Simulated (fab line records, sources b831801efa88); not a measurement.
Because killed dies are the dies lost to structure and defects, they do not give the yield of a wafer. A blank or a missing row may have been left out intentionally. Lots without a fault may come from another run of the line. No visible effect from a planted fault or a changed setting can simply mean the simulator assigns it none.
Which of the tools did it? | flow sky130 | 11 lots, 33 wafers sampled, at 2 steps of a route of 708

## WHAT THE GAUGES SHOWED, per wafer
SKY_METAL3_CD_MEAS_13: target cd 300 nm. Usual: cdNm 299.9 nm, standard deviation 1.1.
lot  | measured     | on       | cdNm (nm)         | flag
L528 | day 39 00:28 | cdSem-01 | 299.9 301.0 300.3 | 
L532 | day 40 05:31 | cdSem-01 | 299.2 298.4 299.1 | 
L533 | day 40 17:28 | cdSem-02 | 299.4 299.2 300.0 | 
L535 | day 41 01:17 | cdSem-01 | 298.5 300.4 298.3 | 
L536 | day 41 09:31 | cdSem-01 | 299.6 299.9 299.6 | 
L537 | day 41 17:56 | cdSem-01 | 301.8 299.8 300.0 | 
L538 | day 41 23:55 | cdSem-02 | 301.6 300.6 301.1 | 
L539 | day 42 08:28 | cdSem-02 | 302.6 302.2 300.8 | 
L541 | day 42 17:37 | cdSem-01 | 302.0 301.9 299.9 | 
L545 | day 43 16:44 | cdSem-02 | 297.8 299.3 299.2 | 
L550 | day 45 09:44 | cdSem-01 | 300.0 300.1 299.4 | 

## WHAT TOOL EACH LOT RAN ON (gives the tool, then ch and the chambers of the sampled wafers, and finally the start)
lot  | SKY_METAL3_SPUTTER_02
L528 | pvdSputter-04, day 36 21:07
L532 | pvdSputter-04, day 38 02:57
L533 | pvdSputter-01, day 38 14:38
L535 | pvdSputter-04, day 38 22:40
L536 | pvdSputter-04, day 39 07:09
L537 | pvdSputter-02, day 39 15:23
L538 | pvdSputter-04, day 39 23:10
L539 | pvdSputter-02, day 40 08:57
L541 | pvdSputter-04, day 40 16:38
L545 | pvdSputter-01, day 41 17:14
L550 | pvdSputter-02, day 43 12:45
- SKY_METAL3_SPUTTER_02: material AlCu, target thk 735 nm, time 39.1 s.

## WHAT THE TOOLS THEMSELVES READ (means of the sampled wafers that have a number; where no wafer has one, the mark that the record gives instead)
SKY_METAL3_SPUTTER_02. Usual: throttleValvePct 30.2 %, standard deviation 1.2.
lot  | tool          | throttleValvePct (%) | flag
L528 | pvdSputter-04 | 29.2                 | 
L532 | pvdSputter-04 | 29.3                 | 
L533 | pvdSputter-01 | 30.5                 | 
L535 | pvdSputter-04 | 29.9                 | 
L536 | pvdSputter-04 | 29.0                 | 
L537 | pvdSputter-02 | 31.6                 | 
L538 | pvdSputter-04 | 29.1                 | 
L539 | pvdSputter-02 | 31.5                 | 
L541 | pvdSputter-04 | 29.2                 | 
L545 | pvdSputter-01 | 29.4                 | 
L550 | pvdSputter-02 | 30.8                 | 

## THE ANSWER, worked out from the rows above alone
Rule: lot off if the mean of its wafers having a number is beyond 3 standard deviations from the usual mean. Also off: a lot with no number at a reading for which 4 or more lots have one. Any other lot the step has rows for is counted as sound. Order of review: gauges by route order, followed by the tools' own readings, for which a lot's mean as printed above is used. At the first step where some lot is off, the reading lying furthest off is the one used; lots without a number count as furthest.
Across all readings shown, no lot is off: no conclusion can be drawn from this.

## WHAT WAS PUT IN BY THE SIMULATOR
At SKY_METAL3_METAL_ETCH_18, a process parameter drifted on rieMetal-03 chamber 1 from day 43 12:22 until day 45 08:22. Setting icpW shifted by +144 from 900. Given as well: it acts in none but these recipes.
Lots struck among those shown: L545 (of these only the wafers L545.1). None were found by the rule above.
